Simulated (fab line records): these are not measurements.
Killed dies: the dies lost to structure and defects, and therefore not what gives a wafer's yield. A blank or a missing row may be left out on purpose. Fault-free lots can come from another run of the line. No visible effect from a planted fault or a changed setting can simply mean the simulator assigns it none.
Problem report, 8D (eight disciplines) form, completed by code + flow sky130 + the parts of the form that need people (team, actions taken, sign-off) are left out

## 1. WHAT WENT WRONG
tube center temp C at SKY_GATE_OXIDE_OXIDATION_16 reads a mean of 826 C on 6 wafers of 2 lots; wafers without a fault read 800 C with a standard deviation of 0.07. That is +99 or more standard deviations from the usual mean.
The step: stabilise 600 s, purge 300 s, target thk 3.57 nm.
The first sign was on wafer L317.1 at day 17 20:47, on furnace-01. Wafers with a number at this step in the record: 18, from 6 lots. The rule behind "out" and "out of limits": a value lying over 4 standard deviations away from the usual mean. All remaining wafers that have a number are taken as sound.

## 2. WHAT THIS IS AND IS NOT
| question                    | is                                                                                                                                                         | is not                                                                         |
|-----------------------------|------------------------------------------------------------------------------------------------------------------------------------------------------------|--------------------------------------------------------------------------------|
| which readings at this step | tube center temp C, spike tc bottom C, spike tc centre C, spike tc lower C, spike tc top C, spike tc upper C, tube_center_temp_C_max, zone power upper pct | zone power top pct                                                             |
| which lots                  | L317, L318                                                                                                                                                 | L307, L325, L327, L328                                                         |
| which wafers of those lots  | all that have a number                                                                                                                                     | -                                                                              |
| read on which tools         | furnace-01                                                                                                                                                 | furnace-02                                                                     |
| when                        | from day 17 20:47                                                                                                                                          | up to then (3 sound wafers); but 9 sound wafers of L325, L327, L328 came after |

## 3. SUSPECTS, AND WHAT RULES EACH OUT
Counting: a tool stays on the suspect list if, at a process step up to the reading, it processed all lots that are out and no sound lot following the first of them.
- furnace-01 at SKY_GATE_OXIDE_OXIDATION_16 (stabilise 600 s, purge 300 s, target thk 3.57 nm): ruled out as a lasting fault. The sound lots L327 went through it after L317, its earliest lot that is out (day 17 20:47).
Left after counting: nothing in the record.

## 4. THE CAUSE (what the simulator had put in)
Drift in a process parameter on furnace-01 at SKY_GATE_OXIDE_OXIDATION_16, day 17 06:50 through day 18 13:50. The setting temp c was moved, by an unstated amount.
Counting ruled it out, wrongly.

## 5. THE CHAIN OF EFFECTS, in route order
Each row: a reading whose mean over the struck wafers that have a number lies more than 3 standard deviations from the usual. Readings are gone through only where the record gives a usual standard deviation; hours: the median, over the lots, of the time from a lot's start at the first step in this table giving one to that lot's start at this step; sigmas: the change measured in usual standard deviations.
| hours | step                        | reading                | usual   | on struck wafers | change | sigmas      |
|-------|-----------------------------|------------------------|---------|------------------|--------|-------------|
| 0     | SKY_GATE_OXIDE_OXIDATION_16 | spike tc bottom C      | 820.8 C | 848.4            | +27.6  | +11         |
| 0     | SKY_GATE_OXIDE_OXIDATION_16 | spike tc centre C      | 801.2 C | 828.5            | +27.3  | +23         |
| 0     | SKY_GATE_OXIDE_OXIDATION_16 | spike tc lower C       | 802.2 C | 828.4            | +26.2  | +24         |
| 0     | SKY_GATE_OXIDE_OXIDATION_16 | spike tc top C         | 813.1 C | 840.0            | +26.9  | +22         |
| 0     | SKY_GATE_OXIDE_OXIDATION_16 | spike tc upper C       | 800.1 C | 825.6            | +25.5  | +23         |
| 0     | SKY_GATE_OXIDE_OXIDATION_16 | tube center temp C     | 800 C   | 826              | +26    | +99 or more |
| 0     | SKY_GATE_OXIDE_OXIDATION_16 | tube_center_temp_C_max | 802.0   | 827.9            | +25.9  | +81         |
| 0     | SKY_GATE_OXIDE_OXIDATION_16 | zone power upper pct   | 13.89 % | 14.88            | +0.99  | +5.8        |
The process steps in it:
- SKY_GATE_OXIDE_OXIDATION_16: stabilise 600 s, purge 300 s, target thk 3.57 nm.

## 6. HOW IT WOULD HAVE BEEN CAUGHT EARLIER
In this record the first reading out of limits was taken at day 17 20:47, 14 hours after the fault began at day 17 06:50.
